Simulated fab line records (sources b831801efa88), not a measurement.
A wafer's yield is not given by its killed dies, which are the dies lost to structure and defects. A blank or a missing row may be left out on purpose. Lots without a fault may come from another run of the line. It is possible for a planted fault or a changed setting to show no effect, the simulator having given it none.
Comparing a struck lot with a sound one -- flow gf180mcu -- 17 out of 602 route steps
Sound: the wafers L361.2, L361.4, L361.6. Struck: wafer L369.5. (L369.4, L369.6 of the same lot were not struck and are left out.) The cause comes at the end.
At each step with rows: each side's tool, then ch and its chambers, then its first start. Under that, the readings that differ: sound wafers -- struck wafers -- difference of the means -- sigmas: that difference in standard deviations of wafers without a fault.
alike: readings with means less than 2 such deviations apart, plus words and numbers identical on both sides. not compared: withheld readings, readings lacking a value on some wafer, bounds such as >300 that could conceal the same value, and numbers that have no deviation in the record and whose values overlap.
A row with sigmas, a row that says differs or no value, or rows on one side alone: a step with any of these is where the two part. Non-overlapping numbers with no deviation appear without sigmas and do not part them. Lack of a reading on every wafer of one side parts them only where that side has two or more wafers.

first, 4 steps without rows for these wafers: GF_M1_SOFTBAKE_10 (time 60 s); GF_M1_EXPOSE_11 (exposes mask Metal1, target cd 230 nm); GF_M1_PEB_12 (peb time 90 s); GF_M1_DEVELOP_13 (develop time 60 s).
GF_M1_CD_MEAS_14 targets a cd of 230 nm.
  sound on cd-sem-01 at day 20 06:26; struck on cd-sem-01 at day 23 01:25
reading,sound,struck,difference,sigmas
cd-nm (nm),229.0 231.2 230.6,227.3,-3.0,-2
GF_M1_OVL_MEAS_15:
  sound on overlay-01 at day 20 06:33; struck on overlay-02 at day 23 01:29
reading,sound,struck,difference,sigmas
M1_OVL (nm),-3 -6 -4,8,+12,+3
GF_M1_METAL_ETCH_16: etches the open film in Cl2/BCl3, stops on SiO2, target depth 750.8 nm, time 125.1 s.
  sound on rie-metal-02 ch 0, day 20 06:35; struck on rie-metal-01 ch 0, day 23 01:33
  alike: drypump-motor-current-A, oes-product-au, throttle-valve-pct
  not compared: rf-hours-counter-h
GF_M1_STRIP_17: strips in O2/N2.
  sound on plasma-asher-04 ch 0, day 20 06:43; struck on plasma-asher-03 ch 0, day 23 01:40
  alike: drypump-motor-current-A, heater-power-w, o2-flow-sccm, oes-product-au, strip-time-to-endpoint-s
  not compared: rf-hours-counter-h
then, 3 steps without rows for these wafers: GF_M1_STRIP_18 (strips in post etch residue remover, time 1200 s); GF_M1_CLEAN_19 (cleans in DIW); GF_V1_CVD_00 (deposits SiO2, target thk 600 nm, time 100 s).
GF_V1_THK_MEAS_01:
  sound on film-metro-04 at day 20 07:20; struck on film-metro-02 at day 23 02:16
  alike: V1_CVD_00_THK
GF_V1_CVD_02: deposits SiO2 from TEOS, target thk 850 nm, time 94.851 s.
  sound on pecvd-02 ch 0,1,2, day 20 07:23; struck on pecvd-01 ch 1, day 23 02:20
reading,sound,struck,difference,sigmas
run-length-s (s),123.1 122.8 123.7,113.0,-10.2,-23
model.SiO2_of_V1_CVD_02.thk-nm (nm),833.7 849.5 860.7,765.7,-82.3,
  alike: heater-power-w
  not compared: susceptor-temp-C
GF_V1_THK_MEAS_03:
  sound on film-metro-02 at day 20 07:28; struck on film-metro-04 at day 23 02:24
reading,sound,struck,difference,sigmas
V1_CVD_02_THK (nm),834 849 861,767,-81,-7
GF_V1_CMP_04: polishes SiO2.
  sound on cmp-02 ch 1,2,3, day 20 07:37; struck on cmp-01 ch 2, day 23 02:26
reading,sound,struck,difference,sigmas
time-to-endpoint-s (s),74 85 84,44,-37,-6
  alike: motor-current-A
GF_V1_BOW_MEAS_05:
  sound on film-metro-03 at day 20 07:50; struck on film-metro-02 at day 23 02:47
  alike: V1_BOW
GF_PASSIVATION_PROBE_99:
  sound wafers here have rows in the record (prober-02, day 31 18:54); struck ones have none

== WHERE THEY PART ==
At GF_M1_CD_MEAS_14 first; at GF_PASSIVATION_PROBE_99 last (within this record only).

WHY: the cause the simulator had injected
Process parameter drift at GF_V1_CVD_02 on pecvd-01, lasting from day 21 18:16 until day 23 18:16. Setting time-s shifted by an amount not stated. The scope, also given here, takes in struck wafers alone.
